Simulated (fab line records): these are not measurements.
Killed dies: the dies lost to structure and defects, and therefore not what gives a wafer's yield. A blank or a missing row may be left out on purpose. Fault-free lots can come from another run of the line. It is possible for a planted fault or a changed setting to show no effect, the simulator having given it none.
Comparing a struck lot with a sound one + flow sky130 + 15 steps out of a route of 708
Sound: these wafers, L782.1, L782.2, L782.6. Struck: wafers L796.3, L796.4, L796.5. The cause is given at the end.
Order at every step that has rows: each side's tool, ch and its chambers, its first start. Under that, the readings that differ: sound wafers + struck wafers + difference of the means + sigmas: that difference in standard deviations of wafers without a fault.
alike: words and numbers the same on both sides, and readings whose means are apart by under 2 such deviations; not compared: readings that were withheld, readings missing a value for some wafer, numbers with overlapping values and no deviation given by the record, and bounds like >300 which may hide the same value.
The two part at a step that has a row with sigmas, a row that says differs or no value, or rows on one side only. When numbers do not overlap yet have no deviation, they are printed without sigmas and do not part them. Lack of a reading on every wafer of one side parts them only where that side has two or more wafers.

first, 1 step without rows for these wafers: SKY_VIA2_ETCH_14 (etches BARC in N2/H2, stops on SiO2, time 45.9 s, target depth 60 nm).
SKY_VIA2_ETCH_15: etches SiO2 in C4F8/O2/Ar, stops on TiN, target depth 546 nm, time 84 s.
  sound on rie_diel-02 ch 1,3, day 39 04:34; struck on rie_diel-02 ch 0,2, day 43 09:05
  alike: oes_product_au
  not compared: rf_hours_counter_h
then, 4 steps without rows for these wafers: SKY_VIA2_STRIP_16 (strips in O2/N2); SKY_VIA2_STRIP_17 (strips in post etch residue remover, time 1200 s); SKY_VIA2_CLEAN_18 (cleans in IPA, time 180 s); SKY_VIA2_CLEAN_19 (cleans in O3/DIW).
SKY_VIA2_SPUTTER_20: material TiN, target thk 20 nm, time 80 s.
  sound on pvd_sputter-04 at day 39 05:17; struck on pvd_sputter-04 at day 43 09:44
  alike: chamber_pressure_pa, throttle_valve_pct
SKY_VIA2_CVD_21: deposits W, target thk 420 nm, time 126.4 s.
  sound on cvd_w-02 ch 0,1, day 39 05:22; struck on cvd_w-01 ch 0,1, day 43 09:50
  alike: heater_power_w
SKY_VIA2_RS_MEAS_22: a four-point-probe measurement.
  sound on film_metro-03 at day 39 05:29; struck on film_metro-03 at day 43 09:58
  alike: VIA2_W_RS
SKY_VIA2_THK_MEAS_23: measures by xrf.
  sound on film_metro-03 at day 39 05:37; struck on film_metro-03 at day 43 10:04
  alike: VIA2_W_THK
then, 1 step without rows for these wafers: SKY_VIA2_CMP_24 (polishes, stops on SiO2, t overpolish 20 s, target thk 0 nm).
SKY_METAL3_SPUTTER_00: material Ti, target thk 15 nm, time 10 s.
  sound on pvd_sputter-02 at day 39 05:58; struck on pvd_sputter-02 at day 43 10:35
| reading                  | sound                | struck               | difference | sigmas |
|--------------------------|----------------------|----------------------|------------|--------|
| chamber_pressure_pa (Pa) | 0.4008 0.4017 0.4019 | 0.4001 0.3988 0.3998 | -0.0019    | -2     |
  alike: throttle_valve_pct
SKY_METAL3_SPUTTER_01: material TiN, target thk 20 nm, time 16.7 s.
  sound on pvd_sputter-02 at day 39 05:59; struck on pvd_sputter-02 at day 43 10:36
| reading                                    | sound             | struck            | difference | sigmas |
|--------------------------------------------|-------------------|-------------------|------------|--------|
| model.TiN_of_METAL3_SPUTTER_01.thk_nm (nm) | 20.17 20.27 20.29 | 27.55 27.03 27.14 | +7.00      |        |
  alike: chamber_pressure_pa, throttle_valve_pct
SKY_METAL3_SPUTTER_02: material AlCu, target thk 735 nm, time 39.1 s.
  sound on pvd_sputter-02 at day 39 06:01; struck on pvd_sputter-02 at day 43 10:37
  alike: chamber_pressure_pa, throttle_valve_pct
-- the record jumps here: 8 days lie between the struck wafers' starts before and after (it left off in module METAL3 and takes up again in module PAD_OPEN, whose first step shown is number 708 of the route) --
SKY_PAD_OPEN_PROBE_99:
  sound on prober-01 at day 48 02:22; struck on prober-02 at day 51 04:53
| reading            | sound    | struck   | difference | sigmas |
|--------------------|----------|----------|------------|--------|
| killed_at_contacts | 21 17 19 | 27 29 33 | +11        | +2     |
  alike: defect_limited_yield, killed_at_M0_to_M3, killed_at_M4_up, killed_at_front_end, killed_at_other, killed_dies, killed_on_rim, killed_open, killed_short, sort_bin_3_pad_short, sort_bin_5_function, sort_bin_6_memory, sort_n_pass, sort_yield_pct

== WHERE THEY PART ==
Earliest at SKY_METAL3_SPUTTER_00; latest, in this record, at SKY_PAD_OPEN_PROBE_99.

WHY: what the simulator had put in
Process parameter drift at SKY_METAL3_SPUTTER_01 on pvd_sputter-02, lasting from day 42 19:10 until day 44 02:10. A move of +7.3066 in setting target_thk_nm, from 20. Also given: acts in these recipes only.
